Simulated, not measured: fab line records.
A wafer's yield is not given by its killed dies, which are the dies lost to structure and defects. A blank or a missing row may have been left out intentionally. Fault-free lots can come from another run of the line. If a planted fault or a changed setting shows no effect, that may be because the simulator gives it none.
A lot that was struck, set against a sound lot ; flow gf180mcu ; 14 out of 602 route steps
Sound: these wafers, L374.1, L374.5, L374.6. Wafers struck: L376.1, L376.3, L376.5. The cause is named last.
Order at every step that has rows: each side's tool, ch and its chambers, its first start. Under that, the readings that differ: sound wafers ; struck wafers ; difference of the means ; sigmas: that difference in standard deviations of wafers without a fault.
alike: a reading whose means differ by less than 2 such deviations, as well as words and numbers matching on both sides. not compared: withheld readings; readings where some wafer has no value; bounds like >300 that might hide an equal value; numbers whose values overlap and for which the record gives no deviation.
A row with sigmas, a row that says differs or no value, or rows on one side alone: a step with any of these is where the two part. Numbers that have no deviation but don't overlap get no sigmas and don't part them. A reading that every wafer of one side lacks parts them only if that side has two wafers or more.

first, 1 step without rows for these wafers: GF_V1_CVD_00 (deposits SiO2, target thk 600 nm, time 100 s).
GF_V1_THK_MEAS_01:
  sound on film metro-03 at day 20 20:23; struck on film metro-01 at day 21 14:12
  alike: V1_CVD_00_THK
GF_V1_CVD_02: deposits SiO2 from TEOS, target thk 850 nm, time 94.851 s.
  sound on pecvd-01 ch 0,1,2, day 20 20:27; struck on pecvd-01 ch 1,2, day 21 14:16
  alike: heater power w
GF_V1_THK_MEAS_03:
  sound on film metro-04 at day 20 20:31; struck on film metro-03 at day 21 14:20
  alike: V1_CVD_02_THK
GF_V1_CMP_04: polishes SiO2.
  sound on cmp-02 ch 0,1,2, day 20 20:41; struck on cmp-02 ch 2,3, day 21 14:23
  alike: motor current A, time to endpoint s
GF_V1_BOW_MEAS_05:
  sound on film metro-03 at day 20 20:53; struck on film metro-04 at day 21 14:41
  alike: V1_BOW
then, 6 steps without rows for these wafers: GF_V1_DEHYDRATE_06 (time 60 s); GF_V1_HMDS_07 (prime time 60 s); GF_V1_COAT_08; GF_V1_COAT_09 (resist thk 1000 nm); GF_V1_SOFTBAKE_10 (time 60 s); GF_V1_EXPOSE_11 (exposes mask Via1, target cd 260 nm).
GF_V1_PEB_12: peb time 90 s.
  struck on litho track-03, day 22 13:50; sound on litho track-01 ch 0, day 21 19:46
  no value came back on the struck wafers for chill plate temp C (C), exhaust pa (Pa); on the sound wafers chill plate temp C (C) reads 23.10 22.97 23.23
then, 1 step without rows for these wafers: GF_V1_DEVELOP_13 (develop time 60 s).

WHERE THEY PART
Within this record, at GF_V1_PEB_12 only.

WHY: what had been put in by the simulator
Beginning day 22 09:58, the whole step at GF_V1_PEB_12 was skipped on litho track-03. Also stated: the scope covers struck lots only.
